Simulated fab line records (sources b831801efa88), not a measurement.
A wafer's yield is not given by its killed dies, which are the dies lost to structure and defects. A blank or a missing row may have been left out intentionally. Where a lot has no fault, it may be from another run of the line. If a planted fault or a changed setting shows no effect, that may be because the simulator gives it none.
Split-lot trial | flow sky130 | 23 wafers read across 5 lots, on a route 708 steps long

ABOUT THE SPLIT
At SKY_METAL4_COAT_08 (resist thk 1140 nm), the setting spin rpm was moved away from the recipe's 3000 rpm on 9 of the 23 wafers read, by -4.7% to +6.2%. All remaining wafers had this setting at the recipe value.

FROM THE SPLIT TO THE READING: what the file shows between them, 2 steps
- SKY_METAL4_ETCH_16: etches BARC in N2/H2, stops on SiO2, time 88.2 s, target depth 60 nm (also split here: bias w)
- SKY_METAL4_ETCH_17: etches SiO2 in C4F8/O2/Ar, stops on TiN, time 3.9 s, target depth 15 nm

THE READING
KrF-thick_of_METAL4_COAT_08.thk nm (the simulator's own value, which no gauge read), in nm, at SKY_METAL4_METAL_ETCH_18 (etches the open film in Cl2/BCl3, stops on SiO2, target depth 845 nm, time 183.1 s). The file gives no usual value for it. Across the 14 wafers here that went through the recipe, the average is 532.1 nm and the standard deviation 7.6 nm.

wafer  | tool, chamber at the split | spin rpm as run, rpm | against the recipe | KrF-thick_of_METAL4_COAT_08.thk nm, nm | against lot-mates on the recipe
L074.1 | litho track-04, 0          | 3000                 | recipe             | 522                                    | -
L074.2 | litho track-04, 0          | 2858                 | -4.7%              | 544.8                                  | +23.6
L074.3 | litho track-04, 0          | 3000                 | recipe             | 525.8                                  | -
L074.4 | litho track-04, 0          | 3000                 | recipe             | 515.8                                  | -
L074.5 | litho track-04, 0          | 2858                 | -4.7%              | 546.3                                  | +25.1
L075.1 | litho track-01, 0          | 3000                 | recipe             | 534.9                                  | -
L075.2 | litho track-01, 0          | 3186                 | +6.2%              | 503.6                                  | -28.5
L075.3 | litho track-01, 0          | 3000                 | recipe             | 530.9                                  | -
L075.4 | litho track-01, 0          | 3186                 | +6.2%              | 498.7                                  | -33.4
L075.5 | litho track-01, 0          | 3000                 | recipe             | 530.4                                  | -
L077.1 | litho track-01, 0          | 3116                 | +3.9%              | 510                                    | -29.9
L077.2 | litho track-01, 0          | 3116                 | +3.9%              | 523.3                                  | -16.6
L077.3 | litho track-01, 0          | 3000                 | recipe             | 547.7                                  | -
L077.5 | litho track-01, 0          | 3116                 | +3.9%              | 522.1                                  | -17.8
L077.6 | litho track-01, 0          | 3000                 | recipe             | 532.1                                  | -
L078.3 | litho track-04, 0          | 3000                 | recipe             | 540.3                                  | -
L078.4 | litho track-04, 0          | 3000                 | recipe             | 536.1                                  | -
L078.5 | litho track-04, 0          | 3000                 | recipe             | 539                                    | -
L080.1 | litho track-04, 0          | 2906                 | -3.1%              | 557                                    | +25.6
L080.2 | litho track-04, 0          | 3000                 | recipe             | 532.8                                  | -
L080.3 | litho track-04, 0          | 3000                 | recipe             | 530.7                                  | -
L080.4 | litho track-04, 0          | 2906                 | -3.1%              | 553.5                                  | +22.1
L080.5 | litho track-04, 0          | 3000                 | recipe             | 530.6                                  | -

FIT RESULTS
A straight line over all 23 wafers: KrF-thick_of_METAL4_COAT_08.thk nm changes by -4.39 nm for each +1% of spin rpm; r = -0.86; the points scatter about the line by 7.8 nm.
The same after taking each lot's own level away (the mean of its wafers on the recipe; 23 wafers): -5.47 nm for each +1%; r = -0.96; scatter 4.5 nm.
Per that fit: largest spin rpm move, reading shift of 34 nm.
The lots' own levels span 521.20 to 539.90 nm, that is 2.5 times the standard deviation above.
So the lot-to-lot level changes the slope: the two fits differ.
Check: -34.6 nm against its lot-mates is what the line predicts for one of the wafers moved furthest among these (+6.2%) when that wafer is left out of the fit. It came out at -28.5 nm against them.

ADDITIONAL SPLITS CARRIED BY THESE WAFERS
These wafers also went through other splits before the reading. Each is held against what the fit with the lots' levels taken away leaves over:
other split on the same wafers   | wafers away from the commonest value | r with KrF-thick_of_METAL4_COAT_08.thk nm (lot level and that fit taken away)
SKY_CAPM_METAL_ETCH_13 time s    | 12                                   | -0.25
SKY_METAL3_COAT_08 resist thk nm | 10                                   | +0.09
SKY_METAL3_ETCH_16 bias w        | 10                                   | +0.23
SKY_VIA3_HDPCVD_00 time s        | 6                                    | +0.23
SKY_VIA3_ETCH_14 time s          | 7                                    | +0.09
SKY_CAP2M_COAT_07 resist thk nm  | 7                                    | +0.12
SKY_CAP2M_METAL_ETCH_13 icp w    | 10                                   | -0.05
SKY_METAL4_ETCH_16 bias w        | 6                                    | +0.16

THE WHOLE CHAIN: every reading that the file lists as answering this split, in the file's order
step                     | what it does                                                                       | reading                                                                             | change (the file's fit)              | r (the file's)
SKY_METAL4_COAT_08       | resist thk 1140 nm                                                                 | KrF-thick_of_METAL4_COAT_08.thk nm (the simulator's own value, which no gauge read) | -5.58 nm for each +1% of the setting | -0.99
SKY_METAL4_METAL_ETCH_18 | etches the open film in Cl2/BCl3, stops on SiO2, target depth 845 nm, time 183.1 s | KrF-thick_of_METAL4_COAT_08.thk nm (the simulator's own value, which no gauge read) | -5.43 nm for each +1% of the setting | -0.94
SKY_METAL4_STRIP_19      | strips in O2/N2                                                                    | strip time to endpoint s                                                            | withheld for each +1% of the setting | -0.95

THE FILE'S OWN FIT
KrF-thick_of_METAL4_COAT_08.thk nm changes by -5.43 nm for each +1% of spin rpm, r = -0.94.
